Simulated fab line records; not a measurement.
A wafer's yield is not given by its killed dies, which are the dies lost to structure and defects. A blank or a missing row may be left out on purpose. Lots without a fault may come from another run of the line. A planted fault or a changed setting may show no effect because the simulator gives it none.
Problem report in the 8D (eight disciplines) form, filled by code | flow sky130 | the parts of the form that need people (team, actions taken, sign-off) are left out

== 1. THE ISSUE ==
chamberPressurePa at SKY_METAL1_SPUTTER_00 reads a mean of 0.3393 Pa on 1 wafer of 1 lot; wafers without a fault read 0.3999 Pa with a standard deviation of 0.00079. Measured from the usual mean, that is -77 standard deviations.
The step: material Ti, target thk 15 nm, time 10 s.
First observed at day 35 15:33: wafer L928.2, on pvdSputter-02. The record holds 36 wafers of 12 lots with a number at this step. Rule for "out", or "out of limits": more than 4 standard deviations from the usual mean. The rest of the wafers with a number are treated as sound.

== 2. WHAT IT IS; WHAT IT IS NOT ==
question                    | is                | is not
which readings at this step | chamberPressurePa | throttleValvePct
which lots                  | L928              | L917, L918, L919, L922, L933, L935, L936, L937, L938, L939, L940
which wafers of those lots  | L928.2            | L928.1, L928.6
read on which tools         | pvdSputter-02     | pvdSputter-01, pvdSputter-03
when                        | from day 35 15:33 | up to then (14 sound wafers); but 21 sound wafers of L933, L935, L936, L937, L938, L939, L940 came after

== 3. THE SUSPECTS, EACH WITH WHAT RULES IT OUT ==
Counting: if a tool at a process step up to the reading ran every lot that is out, it stays a suspect. Sound lots after the first of them don't rule it out here, since some wafers of a struck lot are sound.
- cmp-01 at SKY_CONTACT_CMP_04 (polishes SiO2): kept. It ran the lot that is out, L928 (day 34 11:58); its last sound lot up to then is L922 (day 32 13:40).
- pvdSputter-02 at SKY_METAL1_SPUTTER_00 (material Ti, target thk 15 nm, time 10 s): kept. It ran the lot that is out, L928 (day 35 15:33); its last sound lot up to then is L922 (day 33 18:12). Its own chamberPressurePa readings are out on those wafers.
- cmp-01, SKY_CONTACT_CMP_04: wafers that are out in chamber 1, sound lot-mates in chambers 2, 3.
The count leaves pvdSputter-02 at SKY_METAL1_SPUTTER_00 and cmp-01 at SKY_CONTACT_CMP_04.

== 4. THE CAUSE (what the simulator had put in) ==
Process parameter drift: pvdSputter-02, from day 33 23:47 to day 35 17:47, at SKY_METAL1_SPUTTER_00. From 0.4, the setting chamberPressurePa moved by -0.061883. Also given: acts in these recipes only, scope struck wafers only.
Counting left 2 suspects, and this tool is among them.

== 5. SEQUENCE OF EFFECTS, ordered by route ==
Each row: a reading where the mean over the struck wafers with a number is more than 3 standard deviations away from the usual. Readings are gone through only where the record gives a usual standard deviation; hours: the median, over the lots, of the time from a lot's start at the first step in this table giving one to that lot's start at this step; sigmas: the change measured in usual standard deviations.
hours | step                  | reading           | usual     | on struck wafers | change  | sigmas
0     | SKY_METAL1_SPUTTER_00 | chamberPressurePa | 0.3999 Pa | 0.3393           | -0.0606 | -77
Here are the process steps it includes:
- SKY_METAL1_SPUTTER_00: material Ti, target thk 15 nm, time 10 s.

== 6. WHAT WOULD HAVE CAUGHT IT SOONER ==
First out-of-limits reading in this record: day 35 15:33, which is 40 hours after fault onset at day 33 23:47.
